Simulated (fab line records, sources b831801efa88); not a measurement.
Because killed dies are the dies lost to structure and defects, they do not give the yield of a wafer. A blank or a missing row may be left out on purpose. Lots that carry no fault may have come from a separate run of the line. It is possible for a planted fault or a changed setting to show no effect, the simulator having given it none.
fab line records	flow sky130
record lots=6	wafers=18	lastDay=50
route steps=708 shown VT_ADJUST_HVTP@93 VT_ADJUST_LVTN@97 PAD_OPEN@708
lots that met no fault: taken from a fault-free run of the same line
startH: the number of hours between the record's first day and the start of the first shown wafer of the lot	waitH: time in hours since the lot's previous step	" same as the row above	L1.1+2: a single row standing in for several wafers	- either no value or no given start	* or withheld: withheld	< > ~ a bound
route shown NAME@n: a module of which the file shows steps, and the number in the route of the first	usual: mean and standard deviation over wafers with no fault	same: alike in all rows	chamber/n: place in a boat	sites: per-site readings	_std_site: the values' standard deviation	_edge_site: mean of outer sites minus mean of inner sites	radiusMm: for every site, how far away it sits from the centre of the wafer	mask NAME#n: copy n	behind: the last tool/chamber to shape the wafer	hold: why the lot was held/for how many hours/how that ended	device: the transistor (n, p or np) that didn't switch	end of line: tests of these same wafers at the route's end	where a step has no rows: the recipe by itself	killed: dies lost to structure and defects at the first sort, not the wafer's yield	map: a wafer's dies, x killed, . not, _ none there
set.NAME: the run value of the setting; set.NAME@STEP: its run value at that earlier step	model.NAME: the simulator's own value behind a step, which no gauge read
lots seen at some steps along the route; tables by step, rows by wafer
services: the hour from which a tool's chamber was out of use, counted from the record's first day as startH (under 0 if before that day), plus the number of hours and why
## steps
# step SKY_VT_ADJUST_HVTP_OVL_MEAS_08
# usual VT_ADJUST_HVTP_OVL=-1.6/1.4
lot.wafer	tool	chamber	startH	waitH	VT_ADJUST_HVTP_OVL[nm]
L191.1	overlay-02	-	173.90	0.1	-3.8
L191.3	"	-	"	"	-2.0
L191.5	"	-	"	"	-3.8
L192.2	overlay-01	-	184.94	0.1	-3.9
L192.3	"	-	"	"	-1.3
L192.4	"	-	"	"	-1.7
L201.3	overlay-01	-	242.70	0.1	0.6
L201.4	"	-	"	"	1.5
L201.6	"	-	"	"	2.6
L202.2	overlay-02	-	246.70	0.1	-2.1
L202.5	"	-	"	"	-2.7
L202.6	"	-	"	"	-1.8
L203.1	overlay-01	-	252.90	0.1	-2.7
L203.4	"	-	"	"	-2.6
L203.6	"	-	"	"	-2.7
L205.2	overlay-02	-	271.23	0.1	-3.1
L205.3	"	-	"	"	-2.2
L205.4	"	-	"	"	-1.7
# step SKY_VT_ADJUST_HVTP_IMPLANT_09
# recipe species=As	energyKev=150	doseCm2=4.3e+12	tiltDeg=withheld
# step SKY_VT_ADJUST_HVTP_STRIP_10
# recipe chemistry=O2/N2	powerW=1400	pressureMtorr=1500	platenTempC=withheld	o2FlowSccm=3000	n2FlowSccm=300	overashFraction=0.5
# usual drypumpMotorCurrentA=5.9/0.64	oesProductAu=0.716/0.0045	stripTimeToEndpointS=14.08/0.039
lot.wafer	tool	chamber	startH	waitH	drypumpMotorCurrentA	oesProductAu	rfHoursCounterH	stripTimeToEndpointS
L191.1	plasmaAsher-04	1	174.08	0.1	6.1	0.717	4	14.09
L191.3	"	0	"	"	6.7	0.709	-	14.08
L191.5	"	1	"	"	6.1	0.716	-	14.03
L192.2	plasmaAsher-04	1	185.12	0.1	6.1	0.723	5	14.09
L192.3	"	0	"	"	6.7	0.713	-	14.09
L192.4	"	1	"	"	6.1	0.715	-	14.04
L201.3	plasmaAsher-01	1	242.90	0.1	5.0	0.716	-	14.11
L201.4	"	0	"	"	5.4	0.715	-	14.08
L201.6	"	1	"	"	5.0	0.721	-	14.11
L202.2	plasmaAsher-01	1	246.88	0.1	5.0	0.718	44	14.03
L202.5	"	0	"	"	5.4	0.714	-	14.06
L202.6	"	1	"	"	5.0	0.713	-	14.04
L203.1	plasmaAsher-04	0	253.08	0.1	6.7	0.723	11	14.12
L203.4	"	0	"	"	6.7	0.714	-	14.12
L203.6	"	1	"	"	6.1	0.706	-	14.14
L205.2	plasmaAsher-02	1	271.60	0.1	6.7	0.717	58	14.02
L205.3	"	0	"	"	5.5	0.725	-	14.02
L205.4	"	1	"	"	6.6	0.710	-	14.03
# step SKY_VT_ADJUST_HVTP_TW_MEAS_11
# usual VT_ADJUST_HVTP_TW=1340/8.8
lot.wafer	tool	chamber	startH	waitH	VT_ADJUST_HVTP_TW
L191.1	filmMetro-01	-	174.18	0.1	1353
L191.3	"	-	"	"	1348
L191.5	"	-	"	"	1353
L192.2	filmMetro-02	-	185.23	0.1	1340
L192.3	"	-	"	"	1344
L192.4	"	-	"	"	1351
L201.3	filmMetro-01	-	242.99	0.1	1336
L201.4	"	-	"	"	1334
L201.6	"	-	"	"	1335
L202.2	filmMetro-02	-	246.99	0.1	1325
L202.5	"	-	"	"	1325
L202.6	"	-	"	"	1320
L203.1	filmMetro-01	-	253.18	0.1	1339
L203.4	"	-	"	"	1337
L203.6	"	-	"	"	1337
L205.2	filmMetro-01	-	271.71	0.1	1346
L205.3	"	-	"	"	1344
L205.4	"	-	"	"	1343
# step SKY_VT_ADJUST_LVTN_DEHYDRATE_00
# recipe tempC=200	timeS=60
# step SKY_VT_ADJUST_LVTN_HMDS_01
# recipe primeTimeS=60	primeTempC=120
# step SKY_VT_ADJUST_LVTN_COAT_02
# recipe spinRpm=2000	resistThkNm=3000
# step SKY_VT_ADJUST_LVTN_SOFTBAKE_03
# recipe tempC=110	timeS=withheld
# step SKY_VT_ADJUST_LVTN_EXPOSE_04
# recipe maskId=NWM_COMPLEMENT_LESS_NATIVE	na=0.6	sourceShape=conventional	sigmaOuter=0.6	polarization=unpolarized	targetCdNm=840	doseMj=194
# step SKY_VT_ADJUST_LVTN_PEB_05
# recipe tempC=115	timeS=withheld
# step SKY_VT_ADJUST_LVTN_DEVELOP_06
# recipe wallAngleDeg=90	developer=TMAH	developTimeS=60	devTempC=23
# step SKY_VT_ADJUST_LVTN_OVL_MEAS_07
# usual VT_ADJUST_LVTN_OVL=-0.7/1.3
lot.wafer	tool	chamber	startH	waitH	VT_ADJUST_LVTN_OVL[nm]
L191.1	overlay-02	-	194.91	-	0.2
L191.3	"	-	"	"	0.9
L191.5	"	-	"	"	-1.5
L192.2	overlay-02	-	206.96	-	-1.1
L192.3	"	-	"	"	-0.9
L192.4	"	-	"	"	-1.7
L201.3	overlay-01	-	265.69	-	-0.1
L201.4	"	-	"	"	0.3
L201.6	"	-	"	"	0.4
L202.2	overlay-02	-	269.91	-	-1.2
L202.5	"	-	"	"	-0.4
L202.6	"	-	"	"	-2.7
L203.1	overlay-02	-	276.56	-	-1.3
L203.4	"	-	"	"	-1.3
L203.6	"	-	"	"	-1.9
L205.2	overlay-02	-	295.81	-	-1.6
L205.3	"	-	"	"	-0.5
L205.4	"	-	"	"	-1.1
# step SKY_VT_ADJUST_LVTN_IMPLANT_08
# recipe species=B	energyKev=30	doseCm2=1.57e+12	tiltDeg=withheld
# usual beamEnergyKeV=30.000/0.008	doseIonsCm2=1.5699e+12/1.6e+09	endStationPressureTorr=5.05e-06/2.6e-07	faradayCurrentUA=8.84/0.2
lot.wafer	tool	chamber	startH	waitH	beamEnergyKeV	doseIonsCm2	endStationPressureTorr	faradayCurrentUA
L191.1	implanter-02	0	194.94	0.0	29.999	1.5683e+12	4.64e-06	8.71
L191.3	"	0	"	"	30.005	1.5693e+12	4.86e-06	8.71
L191.5	"	0	"	"	30.010	1.5714e+12	4.66e-06	8.91
L192.2	implanter-01	0	207.02	0.0	30.007	1.5705e+12	5.36e-06	9.02
L192.3	"	0	"	"	30.003	1.568e+12	5.02e-06	8.75
L192.4	"	0	"	"	30.010	1.5678e+12	4.86e-06	9.12
L201.3	implanter-02	0	265.76	0.1	29.999	2.2712e+12	4.93e-06	12.73
L201.4	"	0	"	"	30.003	2.2691e+12	5.05e-06	12.99
L201.6	"	0	"	"	29.982	2.2717e+12	5.23e-06	13.36
L202.2	implanter-02	0	269.97	0.0	29.996	2.2737e+12	5.19e-06	13.11
L202.5	"	0	"	"	29.983	2.2759e+12	5.2e-06	12.46
L202.6	"	0	"	"	29.991	2.2705e+12	5e-06	13.36
L203.1	implanter-04	0	276.59	0.0	30.006	1.5725e+12	4.74e-06	9.16
L203.4	"	0	"	"	29.996	1.5728e+12	5.62e-06	9.09
L203.6	"	0	"	"	29.995	1.5733e+12	5.18e-06	8.71
L205.2	implanter-04	0	295.87	0.0	30.011	1.57e+12	5.04e-06	8.59
L205.3	"	0	"	"	30.006	1.5707e+12	5.26e-06	8.68
L205.4	"	0	"	"	30.013	1.5706e+12	4.75e-06	9.26
# step SKY_VT_ADJUST_LVTN_STRIP_09
# recipe chemistry=O2/N2	powerW=1400	pressureMtorr=1500	platenTempC=withheld	o2FlowSccm=3000	n2FlowSccm=300	overashFraction=0.5
# usual drypumpMotorCurrentA=5.6/0.59	oesProductAu=0.722/0.0046	stripTimeToEndpointS=36.89/0.091
lot.wafer	tool	chamber	startH	waitH	drypumpMotorCurrentA	oesProductAu	rfHoursCounterH	stripTimeToEndpointS
L191.1	plasmaAsher-03	1	195.09	0.1	5.5	0.725	52	36.84
L191.3	"	0	"	"	5.1	0.719	-	36.97
L191.5	"	0	"	"	5.0	0.730	-	36.93
L192.2	plasmaAsher-04	0	207.14	0.1	6.6	0.726	7	37.05
L192.3	"	1	"	"	6.1	0.716	-	36.97
L192.4	"	0	"	"	6.7	0.718	-	36.92
L201.3	plasmaAsher-04	1	265.90	0.1	6.0	0.719	-	36.85
L201.4	"	0	"	"	6.7	0.720	-	36.81
L201.6	"	1	"	"	6.0	0.718	-	36.69
L202.2	plasmaAsher-03	1	270.09	0.1	5.6	0.723	59	36.91
L202.5	"	0	"	"	5.1	0.726	-	36.91
L202.6	"	1	"	"	5.5	0.721	-	36.87
L203.1	plasmaAsher-04	0	276.74	0.1	6.6	0.714	14	36.81
L203.4	"	0	"	"	6.6	0.717	-	36.90
L203.6	"	1	"	"	6.1	0.720	-	36.82
L205.2	plasmaAsher-03	0	295.99	0.1	5.1	0.724	62	36.92
L205.3	"	1	"	"	5.5	0.729	-	36.93
L205.4	"	0	"	"	5.1	0.713	-	36.98
# step SKY_VT_ADJUST_LVTN_TW_MEAS_10
# usual VT_ADJUST_LVTN_TW=239.4/1.4
lot.wafer	tool	chamber	startH	waitH	VT_ADJUST_LVTN_TW
L191.1	filmMetro-04	-	195.19	0.1	240.2
L191.3	"	-	"	"	240.9
L191.5	"	-	"	"	239.8
L192.2	filmMetro-02	-	207.25	0.1	238.8
L192.3	"	-	"	"	239.8
L192.4	"	-	"	"	237.7
L201.3	filmMetro-01	-	265.98	0.1	265.9
L201.4	"	-	"	"	267.1
L201.6	"	-	"	"	268.0
L202.2	filmMetro-01	-	270.20	0.1	266.9
L202.5	"	-	"	"	266.8
L202.6	"	-	"	"	268.2
L203.1	filmMetro-02	-	276.84	0.1	237.4
L203.4	"	-	"	"	238.9
L203.6	"	-	"	"	237.6
L205.2	filmMetro-02	-	296.10	0.1	237.5
L205.3	"	-	"	"	240.8
L205.4	"	-	"	"	238.1
# step SKY_VT_ADJUST_LVTN_DEHYDRATE_11
# recipe tempC=200	timeS=60
# step SKY_PAD_OPEN_PROBE_99
# usual killed_at_M0_to_M3=44/7.9	killed_at_M4_up=3.1/2	killedAtContacts=23/4.9	killedAtFrontEnd=15/3.9	killedAtOther=0.2/0.49	killedDies=86/10	killedOnRim=17/3.9	killedOpen=47/7.1	killedShort=39/7.1
# same grossDies=492	killedAtBackSide=0
lot.wafer	tool	chamber	startH	waitH	killed_at_M0_to_M3	killed_at_M4_up	killedAtContacts	killedAtFrontEnd	killedAtOther	killedDies	killedOnRim	killedOpen	killedShort	model.etest.nfet_01v8_lvt.vtSatV	model.etest.nfet_01v8.vtSatV	model.etest.nfet_01v8_swapped.vtSatV	model.etest.nfet_01v8_turned.vtSatV	model.etest.nfet_01v8_lvt.vtV	model.etest.nfet_01v8_lvt.vtLongV	model.etest.nfet_01v8_swapped.vtV	model.etest.nfet_01v8.vtV
L191.1	prober-01	-	1133.82	0.1	47	3	22	16	0	88	17	53	34	0.53	0.6476	0.6465	0.6459	0.6023	0.4405	0.6982	0.6985
L191.3	prober-01	-	1133.92	0.2	39	2	22	17	0	80	19	46	30	0.5241	0.6451	0.6449	0.6437	0.6072	0.4435	0.7012	0.7012
L191.5	prober-01	-	1134.02	0.2	54	5	26	10	0	95	18	55	40	0.5322	0.646	0.6513	0.6499	0.6082	0.437	0.7013	0.7009
L192.2	prober-02	-	1142.66	0.1	53	2	22	21	0	98	16	53	45	0.5298	0.6408	0.6411	0.6467	0.605	0.4351	0.6949	0.6949
L192.3	prober-02	-	1142.71	0.2	43	2	33	15	2	95	14	50	44	0.546	0.6602	0.661	0.6564	0.616	0.4448	0.7074	0.7074
L192.4	prober-02	-	1142.76	0.2	34	4	25	17	0	80	19	38	42	0.5299	0.6419	0.6439	0.6431	0.607	0.4356	0.6955	0.6953
L201.3	prober-01	-	1180.29	0.2	49	5	20	9	1	84	11	52	32	0.5679	0.6615	0.6688	0.6716	0.6288	0.4509	0.7132	0.7129
L201.4	prober-01	-	1180.34	0.2	48	4	19	11	0	82	14	42	40	0.5652	0.6678	0.6683	0.6671	0.6226	0.4504	0.7123	0.7126
L201.6	prober-01	-	1180.44	0.2	50	8	20	20	0	98	18	50	48	0.5703	0.6673	0.6721	0.6707	0.6363	0.4556	0.7188	0.7181
L202.2	prober-02	-	1184.34	0.1	46	5	22	16	1	90	17	46	44	0.5451	0.6493	0.6533	0.6512	0.6156	0.4469	0.7032	0.703
L202.5	prober-02	-	1184.49	0.2	35	6	22	16	0	79	18	42	37	0.547	0.6549	0.6533	0.6598	0.6177	0.4521	0.7071	0.7072
L202.6	prober-02	-	1184.54	0.2	43	2	27	7	0	79	15	44	35	0.5508	0.6548	0.6525	0.6604	0.6161	0.4509	0.7035	0.7035
L203.1	prober-01	-	1186.32	0.1	50	0	20	16	1	87	18	50	35	0.5269	0.6413	0.6404	0.6465	0.6075	0.4341	0.696	0.6961
L203.4	prober-01	-	1186.47	0.2	60	3	25	16	2	106	23	49	57	0.5488	0.6569	0.6595	0.6559	0.6123	0.4359	0.7034	0.7031
L203.6	prober-01	-	1186.57	0.2	28	4	19	14	0	65	9	36	29	0.5429	0.6451	0.6513	0.6508	0.6123	0.4354	0.6982	0.6978
L205.2	prober-01	-	1199.57	0.1	40	0	22	13	0	75	10	46	28	0.5363	0.6461	0.6531	0.6513	0.6082	0.4386	0.7003	0.6999
L205.3	prober-01	-	1199.62	0.2	38	3	18	11	0	70	14	43	27	0.5308	0.6427	0.6498	0.653	0.6066	0.436	0.6992	0.6989
L205.4	prober-01	-	1199.67	0.2	40	1	17	14	0	72	17	39	33	0.5317	0.6492	0.6534	0.6519	0.6086	0.4393	0.7017	0.7013
# killed by level:class
L191.1 VIA1:geometricParticle:open=19 CONTACT:geometricParticle:open=9 LI_CONTACT:geometricParticle:open=7 VIA1:geometricParticle:short=7 POLY_GATE:geometricParticle:open=6 VIA2:geometricParticle:open=6 FIELD_ISO:geometricParticle:short=5 METAL3:geometricParticle:short=4
L191.3 CONTACT:geometricParticle:open=11 VIA1:geometricParticle:open=10 VIA1:geometricParticle:short=6 LI_CONTACT:geometricParticle:open=5 VIA3:geometricParticle:open=4 METAL2:geometricParticle:short=4 POLY_GATE:areaEtch=4 FIELD_ISO:geometricParticle:open=3
L191.5 VIA1:geometricParticle:open=20 METAL2:geometricParticle:short=10 CONTACT:geometricParticle:open=8 LI_CONTACT:geometricParticle:open=7 VIA2:geometricParticle:open=6 CONTACT:geometricParticle:short=5 METAL1:geometricParticle:short=5 POLY_GATE:geometricParticle:open=3
L192.2 VIA1:geometricParticle:open=10 VIA3:geometricParticle:open=8 LI_CONTACT:geometricParticle:open=7 METAL1:geometricParticle:short=7 VIA1:geometricParticle:short=7 METAL2:geometricParticle:short=7 FIELD_ISO:geometricParticle:open=6 VIA2:geometricParticle:open=6
L192.3 VIA1:geometricParticle:open=13 CONTACT:geometricParticle:open=12 CONTACT:geometricParticle:short=8 METAL2:geometricParticle:short=8 LI_CONTACT:geometricParticle:open=5 VIA3:geometricParticle:open=5 METAL1:geometricParticle:short=5 FIELD_ISO:geometricParticle:short=4
L192.4 CONTACT:geometricParticle:open=9 LI_CONTACT:geometricParticle:open=7 FIELD_ISO:geometricParticle:short=6 LI_CONTACT:geometricParticle:short=5 METAL2:geometricParticle:short=5 VIA2:geometricParticle:open=5 METAL1:geometricParticle:short=4 VIA3:geometricParticle:short=4
L201.3 VIA2:geometricParticle:open=10 VIA1:geometricParticle:open=9 VIA1:geometricParticle:short=8 VIA3:geometricParticle:open=8 LI_CONTACT:geometricParticle:open=7 CONTACT:geometricParticle:open=7 VIA3:geometricParticle:short=5 FIELD_ISO:geometricParticle:open=3
L201.4 VIA1:geometricParticle:open=12 VIA1:geometricParticle:short=9 VIA3:geometricParticle:open=6 CONTACT:geometricParticle:open=6 METAL2:geometricParticle:short=5 LI_CONTACT:geometricParticle:short=5 VIA2:geometricParticle:open=4 METAL4:geometricParticle:short=4
L201.6 VIA1:geometricParticle:open=16 FIELD_ISO:geometricParticle:short=9 CONTACT:geometricParticle:open=6 VIA1:geometricParticle:short=6 VIA3:geometricParticle:open=6 METAL3:geometricParticle:short=5 LOCAL_INTERCONNECT:geometricParticle:short=5 METAL2:geometricParticle:short=5
L202.2 CONTACT:geometricParticle:open=12 VIA1:geometricParticle:open=8 VIA1:geometricParticle:short=6 VIA2:geometricParticle:open=6 VIA3:geometricParticle:open=6 FIELD_ISO:geometricParticle:open=5 POLY_GATE:geometricParticle:short=5 METAL1:geometricParticle:short=5
L202.5 LI_CONTACT:geometricParticle:open=10 VIA2:geometricParticle:open=7 FIELD_ISO:geometricParticle:short=6 VIA1:geometricParticle:open=6 VIA2:geometricParticle:short=6 POLY_GATE:geometricParticle:short=5 METAL4:geometricParticle:short=5 CONTACT:geometricParticle:open=4
L202.6 LI_CONTACT:geometricParticle:open=8 CONTACT:geometricParticle:open=8 VIA3:geometricParticle:open=8 LOCAL_INTERCONNECT:geometricParticle:short=7 METAL2:geometricParticle:short=7 VIA2:geometricParticle:open=7 METAL1:geometricParticle:short=6 VIA1:geometricParticle:open=4
L203.1 VIA3:geometricParticle:open=10 VIA2:geometricParticle:open=8 VIA1:geometricParticle:open=7 VIA1:geometricParticle:short=7 METAL1:geometricParticle:short=6 LOCAL_INTERCONNECT:geometricParticle:short=5 CONTACT:geometricParticle:short=5 CONTACT:geometricParticle:open=4
L203.4 METAL1:geometricParticle:short=12 CONTACT:geometricParticle:open=10 VIA3:geometricParticle:open=9 VIA1:geometricParticle:open=8 POLY_GATE:geometricParticle:short=8 VIA1:geometricParticle:short=7 VIA2:geometricParticle:open=6 CONTACT:geometricParticle:short=5
L203.6 CONTACT:geometricParticle:open=8 VIA3:geometricParticle:open=7 FIELD_ISO:geometricParticle:short=5 POLY_GATE:geometricParticle:open=4 LI_CONTACT:geometricParticle:open=4 LI_CONTACT:geometricParticle:short=4 METAL1:geometricParticle:short=4 VIA1:geometricParticle:open=4
L205.2 VIA1:geometricParticle:open=14 CONTACT:geometricParticle:open=7 LOCAL_INTERCONNECT:geometricParticle:short=6 LI_CONTACT:geometricParticle:open=5 VIA3:geometricParticle:open=5 FIELD_ISO:geometricParticle:open=4 VIA2:geometricParticle:open=4 POLY_GATE:geometricParticle:short=3
L205.3 VIA1:geometricParticle:open=9 CONTACT:geometricParticle:open=7 METAL1:geometricParticle:short=6 METAL1:geometricParticle:open=6 VIA1:geometricParticle:short=5 LI_CONTACT:geometricParticle:open=4 VIA2:geometricParticle:open=4 FIELD_ISO:geometricParticle:open=3
L205.4 VIA1:geometricParticle:open=10 LI_CONTACT:geometricParticle:open=7 METAL1:geometricParticle:short=5 VIA3:geometricParticle:open=5 VIA2:geometricParticle:open=5 FIELD_ISO:geometricParticle:open=4 POLY_GATE:geometricParticle:short=4 VIA2:geometricParticle:short=4
## services
tool	chamber	startH	hours	kind
plasmaAsher-03	-	168.11	0.9	repair
implanter-02	-	169.92	1.7	repair
plasmaAsher-04	-	177.69	2.6	repair
implanter-01	-	194.71	5.2	repair
implanter-01	-	195.79	10.5	repair
implanter-01	-	222.67	6.6	repair
implanter-02	-	253.59	0.7	repair
plasmaAsher-02	-	256.13	7.1	repair
plasmaAsher-03	-	284.00	3.3	repair
implanter-01	-	291.57	3.8	pm
## key
firstSign step=SKY_VT_ADJUST_LVTN_IMPLANT_08	reading=doseIonsCm2	direction=up	sigmas=99+	usual=*	struck=*
effect step=SKY_VT_ADJUST_LVTN_IMPLANT_08	reading=faradayCurrentUA	direction=up	sigmas=21	usual=8.84	struck=13.00
effect step=SKY_VT_ADJUST_LVTN_TW_MEAS_10	reading=VT_ADJUST_LVTN_TW	direction=up	sigmas=20	usual=239.4	struck=267.2
modelEffect step=SKY_PAD_OPEN_PROBE_99	value=etest.nfet_01v8_lvt.vtSatV	without=0.5346	struck=0.5577
metAt SKY_VT_ADJUST_LVTN_IMPLANT_08
struckWafers L201.3,L201.4,L201.6,L202.2,L202.5,L202.6
testerLeftOut L201,L202
onsetBetween 194.94 265.76
fault kind=processParameterDrift	tool=implanter-02	chamber=-	onsetH=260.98	steps=SKY_VT_ADJUST_LVTN_IMPLANT_08	channel=doseCm2	offset=*	shape=step	endH=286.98	actsIn=*	stated=*
# testerLeftOut: of these lots the tester's yield and bins aren't shown, on N5 and GAA mostly nor the transistor test; their killed dies are dies lost to structure and defects alone, not to doping, threshold or leakage, so they don't give the yield
